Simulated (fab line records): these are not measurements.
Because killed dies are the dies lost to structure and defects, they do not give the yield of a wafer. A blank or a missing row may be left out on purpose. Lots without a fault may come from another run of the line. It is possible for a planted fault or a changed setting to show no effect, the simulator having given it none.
fab line records	flow sky130	part 1 of 2: steps 1 to 43 of 44
record lots=6	wafers=18	last_day=50
route steps=708 shown VIA2@525 METAL3@532 CAPM@537 PAD_OPEN@708
lots untouched by any fault: they come from a run of this same line in which no faults occurred
start_h: the number of hours between the record's first day and the start of the first shown wafer of the lot	wait_h: hours from the lot's prior step to this one	" identical to the entry in the row above	L1.1+2: several wafers, shown together as one row	- either no value or no given start	* or withheld: withheld	< > ~ a bound
route shown NAME@n: names a module that has steps shown in the file, with the first one's number in the route	usual: the fault-free wafers' mean and standard deviation	same: alike in all rows	chamber/n: place in a boat	sites: each site's reading	_std_site: standard deviation of those values	_edge_site: the outer-site mean with the inner-site mean subtracted	radius_mm: for every site, how far away it sits from the centre of the wafer	mask NAME#n: copy n	behind: the last tool/chamber to shape the wafer	hold: why the lot went on hold/how many hours it stayed there/how the hold came to an end	device: the transistor (n, p or np) that didn't switch	end of line: the same wafers' tests at the end of the route	step lacking rows: just its recipe	killed: at the first sort, the dies lost to defects and structure; wafer yield is something else	map: a wafer's dies, x killed, . not, _ none there
set.NAME: the setting as run; set.NAME@STEP: as run at that earlier step	model.NAME: the simulator's own value behind a step, which no gauge read
a table for each step, a row for each wafer; lots at some steps of the route
services: the hour from which a tool's chamber was out of use, counted from the record's first day as start_h (under 0 if before that day), plus the number of hours and why
## steps
# step SKY_VIA2_CLEAN_18
# recipe chemistry=IPA	time_s=180	temp_c=25
# step SKY_VIA2_CLEAN_19
# recipe chemistry=O3/DIW	dry=n2_spin
# step SKY_VIA2_SPUTTER_20
# recipe material=TiN	target_thk_nm=20	chamber_pressure_pa=5	power_w=4000	time_s=80
# step SKY_VIA2_CVD_21
# recipe material=W	target_thk_nm=420	time_s=126.4	temp_c=400	pressure_torr=40
# step SKY_VIA2_RS_MEAS_22
# recipe thk_meas_gauge=four-point-probe	reads=W_of_VIA2_CVD_21+TiN_of_VIA2_SPUTTER_20
# usual VIA2_W_RS=0.270/0.0037
lot.wafer	tool	chamber	start_h	wait_h	VIA2_W_RS[ohm/sq]
L277.1	film_metro-03	-	894.43	0.1	0.275
L277.2	"	-	"	"	0.276
L277.6	"	-	"	"	0.274
L280.1	film_metro-01	-	916.77	0.1	0.270
L280.3	"	-	"	"	0.265
L280.4	"	-	"	"	0.269
L286.3	film_metro-01	-	960.89	0.1	0.271
L286.5	"	-	"	"	0.269
L286.6	"	-	"	"	0.269
L288.4	film_metro-04	-	975.14	0.1	0.271
L288.5	"	-	"	"	0.269
L288.6	"	-	"	"	0.270
L289.1	film_metro-04	-	986.68	0.1	0.271
L289.5	"	-	"	"	0.270
L289.6	"	-	"	"	0.270
L294.1	film_metro-04	-	1013.51	0.1	0.273
L294.2	"	-	"	"	0.273
L294.3	"	-	"	"	0.274
# step SKY_VIA2_THK_MEAS_23
# recipe thk_meas_gauge=xrf	reads=W_of_VIA2_CVD_21
# usual VIA2_W_THK=430/6.7
lot.wafer	tool	chamber	start_h	wait_h	VIA2_W_THK[nm]
L277.1	film_metro-03	-	894.55	0.1	425
L277.2	"	-	"	"	418
L277.6	"	-	"	"	424
L280.1	film_metro-01	-	916.89	0.1	431
L280.3	"	-	"	"	440
L280.4	"	-	"	"	429
L286.3	film_metro-01	-	960.99	0.1	431
L286.5	"	-	"	"	436
L286.6	"	-	"	"	436
L288.4	film_metro-04	-	975.23	0.1	430
L288.5	"	-	"	"	436
L288.6	"	-	"	"	432
L289.1	film_metro-04	-	986.80	0.1	430
L289.5	"	-	"	"	436
L289.6	"	-	"	"	431
L294.1	film_metro-04	-	1013.63	0.1	430
L294.2	"	-	"	"	429
L294.3	"	-	"	"	429
# step SKY_VIA2_CMP_24
# recipe stop_on=SiO2	t_overpolish_s=20	down_force_psi=3.5	platen_rpm=60	target_thk_nm=0	pad_velocity_m_s=0.94248
# usual motor_current_A=10.0/0.9	overpolish_run_s=20.000/0.0082	retaining_ring_pressure_frac=1.001/0.0054	slurry_filter_dp_kPa=13.50/0.14	time_to_endpoint_s=104/4
lot.wafer	tool	chamber	start_h	wait_h	motor_current_A	overpolish_run_s	retaining_ring_pressure_frac	slurry_filter_dp_kPa	time_to_endpoint_s
L277.2	cmp-02	1	894.71	0.1	10.8	19.991	1.006	13.34	102
L277.1	"	2	"	"	9.2	19.993	1.002	13.39	100
L277.6	"	3	"	"	10.4	19.990	1.000	13.36	94
L280.4	cmp-02	3	917.00	0.1	9.7	20.015	1.007	13.33	104
L280.1	"	0	"	"	9.5	20.013	1.010	13.62	101
L280.3	"	1	"	"	10.7	19.988	0.996	13.70	110
L286.3	cmp-01	0	961.26	0.3	9.0	20.004	1.000	13.42	102
L286.5	"	3	"	"	10.0	19.994	1.011	13.53	101
L286.6	"	0	"	"	9.3	20.005	1.004	13.26	107
L288.4	cmp-01	0	975.26	0.0	9.7	20.001	1.002	13.64	107
L288.6	"	0	"	"	9.0	20.005	1.001	13.37	105
L288.5	"	1	"	"	11.8	20.013	1.003	13.51	106
L289.1	cmp-02	2	986.96	0.1	9.0	20.011	1.002	13.43	108
L289.6	"	0	"	"	9.3	20.011	1.009	13.41	101
L289.5	"	1	"	"	11.4	20.006	1.003	13.60	107
L294.1	cmp-01	3	1013.69	0.1	9.6	20.008	1.006	13.40	100
L294.3	"	0	"	"	9.9	19.978	1.005	13.48	105
L294.2	"	1	"	"	11.4	20.002	1.001	13.29	102
# step SKY_METAL3_SPUTTER_00
# recipe material=Ti	target_thk_nm=15	power_w=3000	time_s=10	chamber_pressure_pa=0.4
# usual throttle_valve_pct=30.2/1.2
# same time_s=10
lot.wafer	tool	chamber	start_h	wait_h	throttle_valve_pct
L277.1	pvd_sputter-04	-	894.91	0.1	28.5
L277.2	"	-	"	"	32.3
L277.6	"	-	"	"	32.4
L280.1	pvd_sputter-01	-	917.25	0.1	30.0
L280.3	"	-	"	"	31.1
L280.4	"	-	"	"	30.5
L286.3	pvd_sputter-04	-	961.51	0.2	28.4
L286.5	"	-	"	"	32.0
L286.6	"	-	"	"	29.5
L288.4	pvd_sputter-03	-	975.56	0.2	29.1
L288.5	"	-	"	"	29.0
L288.6	"	-	"	"	30.1
L289.1	pvd_sputter-01	-	987.16	0.1	31.3
L289.5	"	-	"	"	29.9
L289.6	"	-	"	"	30.2
L294.1	pvd_sputter-04	-	1013.99	0.2	29.4
L294.2	"	-	"	"	32.4
L294.3	"	-	"	"	28.6
# step SKY_METAL3_SPUTTER_01
# recipe material=TiN	target_thk_nm=20	power_w=6500	time_s=16.7	chamber_pressure_pa=0.4
# step SKY_METAL3_SPUTTER_02
# recipe material=AlCu	target_thk_nm=735	power_w=10600	time_s=39.1	chamber_pressure_pa=0.4
# step SKY_METAL3_SPUTTER_03
# recipe material=Ti	target_thk_nm=5	power_w=3000	time_s=3.3	chamber_pressure_pa=0.4
# step SKY_METAL3_SPUTTER_04
# recipe material=TiN	target_thk_nm=70	power_w=6500	time_s=58.3	chamber_pressure_pa=0.4
# usual throttle_valve_pct=30.2/1.2
# same time_s=58.3
lot.wafer	tool	chamber	start_h	wait_h	throttle_valve_pct
L277.1	pvd_sputter-04	-	895.02	0.0	28.6
L277.2	"	-	"	"	32.3
L277.6	"	-	"	"	32.2
L280.1	pvd_sputter-01	-	917.35	0.0	30.3
L280.3	"	-	"	"	31.4
L280.4	"	-	"	"	30.5
L286.3	pvd_sputter-04	-	961.62	0.0	28.7
L286.5	"	-	"	"	32.0
L286.6	"	-	"	"	29.2
L288.4	pvd_sputter-03	-	975.67	0.0	28.9
L288.5	"	-	"	"	28.8
L288.6	"	-	"	"	30.0
L289.1	pvd_sputter-01	-	987.26	0.0	31.4
L289.5	"	-	"	"	30.1
L289.6	"	-	"	"	29.8
L294.1	pvd_sputter-04	-	1014.09	0.0	29.2
L294.2	"	-	"	"	32.2
L294.3	"	-	"	"	28.5
# step SKY_CAPM_CVD_00
# recipe material=SiO2	target_thk_nm=15.5	temp_c=400	time_s=withheld	rf_w=450
# usual heater_power_w=727/97
lot.wafer	tool	chamber	start_h	wait_h	heater_power_w	model.SiO2_of_CAPM_CVD_00.thk_nm
L277.1	pecvd-02	2	895.06	0.0	709	15.37
L277.2	"	0	"	"	717	15.2
L277.6	"	2	"	"	678	15.38
L280.1	pecvd-04	0	917.40	0.0	643	15.39
L280.3	"	2	"	"	691	15.22
L280.4	"	0	"	"	649	15.55
L286.3	pecvd-04	0	961.68	0.0	603	7.041
L286.5	"	1	"	"	843	15.46
L286.6	"	0	"	"	600	7.224
L288.4	pecvd-04	0	975.73	0.0	629	7.379
L288.5	"	1	"	"	879	15.53
L288.6	"	2	"	"	779	15.43
L289.1	pecvd-02	0	987.31	0.0	663	15.43
L289.5	"	2	"	"	670	15.54
L289.6	"	0	"	"	658	15.73
L294.1	pecvd-03	0	1014.14	0.0	669	15.42
L294.2	"	2	"	"	853	15.36
L294.3	"	1	"	"	582	15.36
# step SKY_CAPM_THK_MEAS_01
# recipe reads=SiO2_of_CAPM_CVD_00
# usual CAPM_CVD_00_THK=15.46/0.21
lot.wafer	tool	chamber	start_h	wait_h	CAPM_CVD_00_THK[nm]
L277.1	film_metro-03	-	895.09	-	15.38
L277.2	"	-	"	"	15.17
L277.6	"	-	"	"	15.37
L280.1	film_metro-03	-	917.42	-	15.39
L280.3	"	-	"	"	15.17
L280.4	"	-	"	"	15.54
L286.3	film_metro-01	-	961.72	-	7.07
L286.5	"	-	"	"	15.48
L286.6	"	-	"	"	7.23
L288.4	film_metro-01	-	975.77	-	7.34
L288.5	"	-	"	"	15.56
L288.6	"	-	"	"	15.43
L289.1	film_metro-02	-	987.33	-	15.39
L289.5	"	-	"	"	15.51
L289.6	"	-	"	"	15.74
L294.1	film_metro-02	-	1014.16	-	15.44
L294.2	"	-	"	"	15.37
L294.3	"	-	"	"	15.32
# step SKY_CAPM_SPUTTER_02
# recipe material=TiN	target_thk_nm=200	temp_c=300	power_w=6500	time_s=166.7	chamber_pressure_pa=0.4
# step SKY_CAPM_RS_MEAS_03
# recipe thk_meas_gauge=four-point-probe	reads=TiN_of_CAPM_SPUTTER_02
# usual CAPM_TIN_RS=6.92/0.081
lot.wafer	tool	chamber	start_h	wait_h	CAPM_TIN_RS[ohm/sq]
L277.1	film_metro-01	-	895.26	0.1	6.83
L277.2	"	-	"	"	6.90
L277.6	"	-	"	"	6.89
L280.1	film_metro-01	-	917.59	0.1	6.98
L280.3	"	-	"	"	6.99
L280.4	"	-	"	"	7.00
L286.3	film_metro-03	-	961.91	0.1	7.03
L286.5	"	-	"	"	7.12
L286.6	"	-	"	"	7.03
L288.4	film_metro-02	-	975.97	0.1	6.96
L288.5	"	-	"	"	6.89
L288.6	"	-	"	"	6.92
L289.1	film_metro-02	-	987.50	0.1	6.82
L289.5	"	-	"	"	6.87
L289.6	"	-	"	"	6.88
L294.1	film_metro-02	-	1014.33	0.1	6.93
L294.2	"	-	"	"	6.98
L294.3	"	-	"	"	6.94
# step SKY_CAPM_THK_MEAS_04
# recipe thk_meas_gauge=xrf	reads=TiN_of_CAPM_SPUTTER_02
# usual CAPM_TIN_THK=200.1/2.5
lot.wafer	tool	chamber	start_h	wait_h	CAPM_TIN_THK[nm]
L277.1	film_metro-01	-	895.38	0.1	204.4
L277.2	"	-	"	"	202.6
L277.6	"	-	"	"	201.9
L280.1	film_metro-01	-	917.71	0.1	199.9
L280.3	"	-	"	"	199.5
L280.4	"	-	"	"	197.8
L286.3	film_metro-03	-	962.01	0.1	197.9
L286.5	"	-	"	"	196.4
L286.6	"	-	"	"	197.8
L288.4	film_metro-02	-	976.06	0.1	197.3
L288.5	"	-	"	"	198.8
L288.6	"	-	"	"	197.7
L289.1	film_metro-02	-	987.62	0.1	201.7
L289.5	"	-	"	"	200.7
L289.6	"	-	"	"	200.1
L294.1	film_metro-02	-	1014.45	0.1	197.0
L294.2	"	-	"	"	196.7
L294.3	"	-	"	"	196.6
# step SKY_CAPM_DEHYDRATE_05
# recipe temp_c=200	time_s=60
# step SKY_CAPM_HMDS_06
# recipe prime_time_s=60	prime_temp_c=120
# step SKY_CAPM_COAT_07
# recipe resist=NOVOLAK	spin_rpm=3000	resist_thk_nm=1140
# step SKY_CAPM_SOFTBAKE_08
# recipe temp_c=90	time_s=60	resist=NOVOLAK
# step SKY_CAPM_EXPOSE_09
# recipe mask_id=CAPM	na=0.6	source_shape=conventional	sigma_outer=0.6	polarization=unpolarized	target_cd_nm=1000	dose_mj=159
# step SKY_CAPM_PEB_10
# recipe temp_c=withheld	time_s=*	resist=NOVOLAK
# step SKY_CAPM_DEVELOP_11
# recipe resist=NOVOLAK	developer=TMAH	develop_time_s=60	dev_temp_c=23
# step SKY_CAPM_OVL_MEAS_12
# usual CAPM_OVL=0.3/1.5
lot.wafer	tool	chamber	start_h	wait_h	CAPM_OVL[nm]
L277.1	overlay-01	-	919.22	0.1	-1.7
L277.2	"	-	"	"	0.2
L277.6	"	-	"	"	1.3
L280.1	overlay-01	-	942.37	0.1	-1.0
L280.3	"	-	"	"	0.9
L280.4	"	-	"	"	-1.6
L286.3	overlay-01	-	985.68	0.1	1.9
L286.5	"	-	"	"	-0.3
L286.6	"	-	"	"	-0.4
L288.4	overlay-01	-	999.04	0.1	-1.4
L288.5	"	-	"	"	-0.3
L288.6	"	-	"	"	0.1
L289.1	overlay-02	-	1011.37	0.1	0.8
L289.5	"	-	"	"	-0.3
L289.6	"	-	"	"	1.1
L294.1	overlay-01	-	1036.73	0.1	-1.2
L294.2	"	-	"	"	-2.7
L294.3	"	-	"	"	-2.9
# step SKY_CAPM_METAL_ETCH_13
# recipe target_depth_nm=220	stop_on=SiO2	chemistry=Cl2/BCl3	target=TiN	pressure_mtorr=10	icp_w=900	bias_w=48.5	Cl2_flow_sccm=60	bcl3_flow_sccm=30	time_s=62.9
# usual drypump_motor_current_A=5.9/0.47	oes_product_au=0.941/0.0083	throttle_valve_pct=21.903/0.0099
# same time_s=62.9
lot.wafer	tool	chamber	start_h	wait_h	drypump_motor_current_A	oes_product_au	rf_hours_counter_h	throttle_valve_pct
L277.1	rie_metal-03	0	919.26	0.0	5.4	0.942	0	21.915
L277.2	"	1	"	"	6.1	0.947	10	21.902
L277.6	"	0	"	"	5.4	0.946	-	21.894
L280.1	rie_metal-03	1	942.41	0.0	6.1	0.935	11	21.913
L280.3	"	1	"	"	6.1	0.931	-	21.897
L280.4	"	0	"	"	5.5	0.925	-	21.903
L286.3	rie_metal-01	1	985.73	0.0	5.3	0.932	-	21.896
L286.5	"	1	"	"	5.3	0.933	-	21.927
L286.6	"	0	"	"	5.5	0.929	-	21.907
L288.4	rie_metal-03	1	999.09	0.0	6.1	0.943	-	21.891
L288.5	"	1	"	"	6.1	0.945	-	21.886
L288.6	"	0	"	"	5.5	0.938	-	21.888
L289.1	rie_metal-03	0	1011.41	0.0	5.4	0.946	5	21.911
L289.5	"	1	"	"	6.1	0.948	-	21.909
L289.6	"	0	"	"	5.4	0.945	-	21.901
L294.1	rie_metal-02	1	1036.77	0.0	6.7	0.932	19	21.894
L294.2	"	0	"	"	6.0	0.927	6	21.908
L294.3	"	1	"	"	6.7	0.941	-	21.899
# step SKY_CAPM_STRIP_14
# recipe chemistry=O2/N2	power_w=1400	pressure_mtorr=1500	platen_temp_c=withheld	o2_flow_sccm=3000	n2_flow_sccm=300	overash_fraction=0.5
# step SKY_CAPM_STRIP_15
# recipe chemistry=post_etch_residue_remover	time_s=1200	temp_c=72.5
# step SKY_CAPM_CLEAN_16
# recipe chemistry=IPA	time_s=180	temp_c=25
# step SKY_CAPM_CLEAN_17
# recipe chemistry=O3/DIW	dry=n2_spin
# step SKY_METAL3_DEHYDRATE_05
# recipe temp_c=200	time_s=60
# step SKY_METAL3_HMDS_06
# recipe prime_time_s=60	prime_temp_c=120
# step SKY_METAL3_COAT_07
# recipe resist=BARC	temp_c=withheld	time_s=withheld	spin_rpm=3000	resist_thk_nm=60
# step SKY_METAL3_COAT_08
# recipe resist=KrF-thick	spin_rpm=3000	resist_thk_nm=1140
# step SKY_METAL3_SOFTBAKE_09
# recipe temp_c=100	time_s=90	resist=KrF-thick
# step SKY_METAL3_EXPOSE_10
# recipe mask_id=MM3	na=0.68	source_shape=annular	sigma_inner=0.4	sigma_outer=0.8	target_cd_nm=300	dose_mj=28
# step SKY_METAL3_PEB_11
# recipe peb_temp_c=withheld	peb_time_s=withheld	resist=KrF-thick
# step SKY_METAL3_DEVELOP_12
# recipe develop_time_s=60	resist=KrF-thick	dev_temp_c=21
# step SKY_METAL3_CD_MEAS_13
# recipe target_cd_nm=300
# usual cd_nm=300.1/1.3
lot.wafer	tool	chamber	start_h	wait_h	cd_nm
L277.1	cd_sem-02	-	944.76	-	299.0
L277.2	"	-	"	"	297.8
L277.6	"	-	"	"	299.1
L280.1	cd_sem-01	-	967.68	-	298.1
L280.3	"	-	"	"	298.2
L280.4	"	-	"	"	300.1
L286.3	cd_sem-01	-	1010.35	-	298.9
L286.5	"	-	"	"	301.5
L286.6	"	-	"	"	300.1
L288.4	cd_sem-01	-	1023.53	-	298.7
L288.5	"	-	"	"	299.0
L288.6	"	-	"	"	297.4
L289.1	cd_sem-01	-	1034.61	-	302.6
L289.5	"	-	"	"	301.4
L289.6	"	-	"	"	303.4
L294.1	cd_sem-01	-	1059.42	-	297.7
L294.2	"	-	"	"	298.5
L294.3	"	-	"	"	297.9
# step SKY_METAL3_OVL_MEAS_14
# usual METAL3_OVL=-1/7.2
lot.wafer	tool	chamber	start_h	wait_h	METAL3_OVL[nm]
L277.1	overlay-01	-	944.88	0.1	-12
L277.2	"	-	"	"	-3
L277.6	"	-	"	"	-9
L280.1	overlay-01	-	967.80	0.1	-3
L280.3	"	-	"	"	3
L280.4	"	-	"	"	0
L286.3	overlay-01	-	1010.44	0.1	-3
L286.5	"	-	"	"	-15
L286.6	"	-	"	"	-10
L288.4	overlay-01	-	1023.61	0.1	-9
L288.5	"	-	"	"	-6
L288.6	"	-	"	"	-9
L289.1	overlay-02	-	1034.73	0.1	-1
L289.5	"	-	"	"	0
L289.6	"	-	"	"	-7
L294.1	overlay-02	-	1059.54	0.1	-13
L294.2	"	-	"	"	0
L294.3	"	-	"	"	-15
# step SKY_METAL3_DESCUM_15
# recipe chemistry=O2	source_power_w=150	bias_power_w=0	pressure_mtorr=10	temp_c=40	time_s=8
# usual drypump_motor_current_A=6.1/0.51	oes_product_au=0.994/0.011
# same time_s=8
lot.wafer	tool	chamber	start_h	wait_h	drypump_motor_current_A	oes_product_au	rf_hours_counter_h
L277.1	rie_metal-01	1	944.92	0.0	5.4	0.978	17
L277.2	"	1	"	"	5.3	0.977	-
L277.6	"	1	"	"	5.3	0.980	-
L280.1	rie_metal-02	0	967.84	0.0	6.0	0.994	2
L280.3	"	0	"	"	6.0	0.984	-
L280.4	"	1	"	"	6.7	0.988	-
L286.3	rie_metal-04	1	1010.48	0.0	6.8	1.011	-
L286.5	"	1	"	"	6.7	1.018	-
L286.6	"	0	"	"	6.4	1.016	-
L288.4	rie_metal-02	0	1023.64	0.0	6.0	0.994	-
L288.5	"	0	"	"	6.0	0.993	-
L288.6	"	1	"	"	6.7	0.995	-
L289.1	rie_metal-02	0	1034.77	0.0	6.0	0.987	6
L289.5	"	1	"	"	6.6	0.988	-
L289.6	"	0	"	"	6.0	0.991	-
L294.1	rie_metal-04	0	1059.58	0.0	6.4	1.002	19
L294.2	"	1	"	"	6.7	0.997	20
L294.3	"	0	"	"	6.4	1.011	-
# step SKY_METAL3_ETCH_16
# recipe chemistry=N2/H2	target=BARC	ion_energy_ev=200	bias_w=100	pressure_mtorr=30	n2_flow_sccm=100	h2_flow_sccm=200	icp_w=500	stop_on=SiO2	time_s=88.2	target_depth_a=600
# step SKY_METAL3_ETCH_17
# recipe target=SiO2	stop_on=TiN	chemistry=C4F8/O2/Ar	source_w=1500	bias_w=1200	pressure_mtorr=40	c4f8_flow_sccm=withheld	O2_flow_sccm=6	Ar_flow_sccm=300	time_s=3.9	target_depth_a=150
# usual oes_product_au=0.754/0.0068
# same time_s=3.9
lot.wafer	tool	chamber	start_h	wait_h	oes_product_au	rf_hours_counter_h	model.etch.depth_nm
L277.1	rie_diel-04	3	945.18	0.2	0.752	23	15.37
L277.2	"	0	"	"	0.749	19	15.2
L277.6	"	0	"	"	0.755	-	15.38
L280.1	rie_diel-02	0	967.97	0.1	0.752	12	15.39
L280.3	"	1	"	"	0.752	15	15.22
L280.4	"	2	"	"	0.757	12	15.55
L286.3	rie_diel-03	2	1010.60	0.0	0.543	0	7.041
L286.5	"	3	"	"	0.755	-	15.46
L286.6	"	2	"	"	0.556	-	7.224
L288.4	rie_diel-03	1	1023.77	0.0	0.560	-	7.379
L288.5	"	3	"	"	0.745	-	15.53
L288.6	"	0	"	"	0.757	-	15.43
L289.1	rie_diel-02	3	1034.90	0.1	0.758	11	15.43
L289.5	"	1	"	"	0.755	-	15.54
L289.6	"	2	"	"	0.753	-	15.73
L294.1	rie_diel-02	2	1059.71	0.1	0.752	15	15.42
L294.2	"	3	"	"	0.755	12	15.36
L294.3	"	1	"	"	0.748	18	15.36
## key
first_sign step=SKY_CAPM_THK_MEAS_01	reading=CAPM_CVD_00_THK	direction=down	sigmas=40	usual=15.46	struck=7.21
effect step=SKY_METAL3_ETCH_17	reading=oes_product_au	direction=down	sigmas=30	usual=0.754	struck=0.553
model_effect step=SKY_CAPM_CVD_00	value=SiO2_of_CAPM_CVD_00.thk_nm	without=15.59	struck=7.215
model_effect step=SKY_METAL3_ETCH_17	value=etch.depth_nm	without=15.59	struck=7.215
model_effect step=SKY_PAD_OPEN_PROBE_99	value=etest.tester.sort_n_pass	without=399	struck=0
met_at SKY_CAPM_CVD_00
struck_wafers L286.3,L286.6,L288.4
onset_between 917.40 961.68
fault kind=process_parameter_drift	tool=pecvd-04	chamber=0	onset_h=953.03	steps=SKY_CAPM_CVD_00	channel=target_thk_nm	offset=-8.3266	shape=step	end_h=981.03	acts_in=these_recipes_only	stated=15.5
